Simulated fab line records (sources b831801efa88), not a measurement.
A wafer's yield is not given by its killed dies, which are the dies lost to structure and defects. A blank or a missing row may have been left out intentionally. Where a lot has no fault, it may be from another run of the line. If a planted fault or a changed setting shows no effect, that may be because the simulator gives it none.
A struck lot beside a sound one / flow gf180mcu / 15 out of 602 route steps
Sound: these wafers, L827.1, L827.3, L827.4. Wafers L832.3, L832.4, L832.5 were the ones struck. The cause is named last.
At each step with rows: each side's tool, then ch and its chambers, then its first start. Under that, the readings that differ: sound wafers / struck wafers / difference of the means / sigmas: that difference in standard deviations of wafers without a fault.
alike: readings whose means differ by less than 2 such deviations, and words and numbers that are the same on both sides. not compared: withheld readings, readings that some wafer has no value for, bounds like >300 that may hide the same value, and numbers for which the record gives no deviation and whose values overlap.
Wherever a step has rows on one side only, a row that says differs or no value, or a row with sigmas, the two part there. Numbers that don't overlap but have no deviation are shown without sigmas and don't part them. A reading missing from all wafers of one side parts the sides only when that side holds two or more wafers.

GF_HV_LDD_STRIP_22: strips in O2/N2.
  sound on plasma-asher-03 ch 0,1, day 11 17:59; struck on plasma-asher-04 ch 0,1, day 13 07:23
  alike: drypump-motor-current-A, heater-power-w, oes-product-au, strip-time-to-endpoint-s
  not compared: rf-hours-counter-h
GF_HV_LDD_TW_MEAS_23:
  struck on film-metro-02, day 13 07:28; sound on film-metro-04, day 11 18:05
  alike: HV_LDD_2_TW
then, 7 steps without rows for these wafers: GF_HV_LDD_DEHYDRATE_24 (time 60 s); GF_HV_LDD_HMDS_25 (prime time 60 s); GF_HV_LDD_COAT_26 (resist thk 1000 nm); GF_HV_LDD_SOFTBAKE_27 (time 60 s); GF_HV_LDD_EXPOSE_28 (exposes mask Nplus HV AREA, target cd 400 nm); GF_HV_LDD_PEB_29; GF_HV_LDD_DEVELOP_30 (develop time 60 s).
GF_HV_LDD_CD_MEAS_31: target cd 400 nm.
  struck on cd-sem-01, day 14 03:26; sound on cd-sem-02, day 12 13:10
  alike: cd-nm
GF_HV_LDD_OVL_MEAS_32:
  struck on overlay-02, day 14 03:31; sound on overlay-01, day 12 13:17
  alike: HV_LDD_02_OVL
following that, these wafers have no rows for 1 step: GF_HV_LDD_IMPLANT_33.
GF_HV_LDD_IMPLANT_34:
  sound on implanter-04 ch 0, day 12 13:29; struck on implanter-04 ch 0, day 14 03:45
reading=beam-energy-keV; sound=59.996 60.010 60.000; struck=64.185 64.163 64.209; difference=+4.184; sigmas=+99 or more
reading=model.implant.rp-nm (nm); sound=61.83 61.83 61.83; struck=67.49 67.49 67.49; difference=+5.66; sigmas=
reading=model.implant.drp-nm (nm); sound=28.81 28.81 28.81; struck=30.55 30.55 30.55; difference=+1.74; sigmas=
  alike: end-station-pressure-torr
following that, these wafers have no rows for 1 step: GF_HV_LDD_IMPLANT_35.
GF_PASSIVATION_PROBE_99:
  sound wafers here have rows in the record (prober-01, day 30 04:02); struck ones have none

## WHERE THEY PART
First at GF_HV_LDD_IMPLANT_34; last, within this record, at GF_PASSIVATION_PROBE_99.

WHY: what had been put in by the simulator
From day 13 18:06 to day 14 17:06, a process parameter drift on implanter-04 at GF_HV_LDD_IMPLANT_34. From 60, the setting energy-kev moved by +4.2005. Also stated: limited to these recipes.
